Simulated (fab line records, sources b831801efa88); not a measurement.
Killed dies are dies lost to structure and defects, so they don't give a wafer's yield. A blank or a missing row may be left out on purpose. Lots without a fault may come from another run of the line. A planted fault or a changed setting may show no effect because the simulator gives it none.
Problem report in the 8D (eight disciplines) form, filled by code | flow sky130 | the parts of the form that need people (team, actions taken, sign-off) are left out

1. THE PROBLEM
strip_time_to_endpoint_s at SKY_SD_P_STRIP_10 reads a mean of 18.22 s on 1 wafer of 1 lot; wafers without a fault read 17.50 s with a standard deviation of 0.044. That is +16 standard deviations from the usual mean.
The step: strips in O2/N2.
First seen on wafer L830.3, day 32 01:43, on plasma_asher-01. The record holds 39 wafers of 13 lots with a number at this step. Rule for "out", or "out of limits": more than 4 standard deviations from the usual mean. The other wafers with a number count as sound.

2. WHAT IT IS AND WHAT IT IS NOT
question                    | is                       | is not
which readings at this step | strip_time_to_endpoint_s | drypump_motor_current_A
which lots                  | L830                     | L811, L812, L815, L816, L818, L819, L820, L821, L822, L831, L833, L834
which wafers of those lots  | L830.3                   | L830.2, L830.4
read on which tools         | plasma_asher-01          | plasma_asher-03, plasma_asher-04
when                        | from day 32 01:43        | up to then (29 sound wafers); but 9 sound wafers of L831, L833, L834 came after

3. SUSPECTS, AND WHAT RULES EACH OUT
Counting: a tool at a process step up to the reading stays a suspect if it ran every lot that is out. Sound lots after the first of them don't rule it out here, since some wafers of a struck lot are sound.
- litho_track-04 at SKY_SD_P_COAT_02 (resist thk 1140 nm): kept. It ran the lot that is out, L830 (day 31 11:47); its last sound lot up to then is L819 (day 28 04:53).
- plasma_asher-01 at SKY_SD_P_STRIP_10 (strips in O2/N2): kept. It ran the lot that is out, L830 (day 32 01:43); its last sound lot up to then is L820 (day 28 22:01). Its own readings are out on those wafers: strip_time_to_endpoint_s.
- Within plasma_asher-01 at SKY_SD_P_STRIP_10: the wafers that are out ran in chamber 1; their sound lot-mates ran in chamber 0.
Left after counting: litho_track-04 at SKY_SD_P_COAT_02, plasma_asher-01 at SKY_SD_P_STRIP_10.

4. THE CAUSE (what the simulator had put in)
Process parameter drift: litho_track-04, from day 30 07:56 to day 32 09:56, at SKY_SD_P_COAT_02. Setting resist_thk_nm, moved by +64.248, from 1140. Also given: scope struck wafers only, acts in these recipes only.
Counting left 2 suspects, and this tool is among them.

5. THE CHAIN OF EFFECTS, in route order
Each row: a reading whose mean over the struck wafers that have a number lies more than 3 standard deviations from the usual. Only readings for which the record gives a usual standard deviation are gone through. hours: the time from each lot's start at the first step in this table that gives one to its start at this step, as a median over the lots. sigmas: the change in usual standard deviations.
hours | step              | reading                  | usual   | on struck wafers | change | sigmas
0     | SKY_SD_P_STRIP_10 | strip_time_to_endpoint_s | 17.50 s | 18.22            | +0.72  | +16
The process steps in it:
- SKY_SD_P_STRIP_10: strips in O2/N2.
Later measuring or inspecting steps at which every struck wafer that the step has a row for has a number for every such reading, and none has moved that far: SKY_SD_N_OVL_MEAS_08.

6. WHAT WOULD HAVE CAUGHT IT SOONER
In this record the first reading out of limits was taken at day 32 01:43, 42 hours after the fault began at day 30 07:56.
All the lots that are out (1) had begun SKY_SD_P_COAT_02 on litho_track-04 by day 32 01:43. A hold on the tool at that time would have spared none of them.
